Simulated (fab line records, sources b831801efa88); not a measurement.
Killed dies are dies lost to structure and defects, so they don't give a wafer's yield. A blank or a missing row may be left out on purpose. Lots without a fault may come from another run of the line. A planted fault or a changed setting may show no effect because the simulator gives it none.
Chamber matching | flow sfq_line | SFQ_TRILAYER_I3_VIA_ETCH_VIA_ETCH_088 on rie_diel-03: 4 sister chambers
The step etches SiO2 in CHF3, stops on Nb, target depth 260 nm. 7 wafers are shown with their chamber, then 6 later ones without.

WAFERS WITH THEIR CHAMBER
wafer  | chamber | oes_product_au (a.u.)
L250.3 | 0       | 0.846
L254.3 | 1       | 0.858
L255.1 | 2       | 0.851
L255.4 | 3       | 0.869
L255.6 | 2       | 0.862
L259.1 | 1       | 0.856
L259.3 | 3       | 0.852

WAFERS WITHOUT THEIR CHAMBER
wafer  | oes_product_au (a.u.)
L267.1 | 0.859
L267.4 | 0.856
L267.5 | 0.850
L272.1 | 0.852
L272.3 | 0.857
L272.5 | 0.852

WHICH CHAMBER EACH WENT THROUGH
wafer  | from the rows above               | in truth
L267.1 | can't be placed: 3 or 1 or 2 or 0 | 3
L267.4 | can't be placed: 2 or 1 or 3 or 0 | 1
L267.5 | can't be placed: 0 or 2 or 1 or 3 | 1
L272.1 | can't be placed: 2 or 1 or 0 or 3 | 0
L272.3 | can't be placed: 1 or 2 or 3 or 0 | 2
L272.5 | can't be placed: 2 or 1 or 0 or 3 | 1
Placed correctly: 0 of 6. Can't be placed from these rows: 6 (the true chamber is among the candidates in 6). Placed wrongly: 0.
How it was worked out, from the rows above alone: a wafer's distance from a chamber is the root of the sum, over the readings, of the square of ((its reading less the chamber's mean) divided by the reading's scatter). The wafer belongs to the nearest chamber; if the next one is less than 2 further off, it can't be placed. A chamber's mean is the mean of its shown wafers. The scatter: the root of (the sum of the squares of (reading less its chamber's mean) over the shown wafers, divided by (wafers less chambers)).
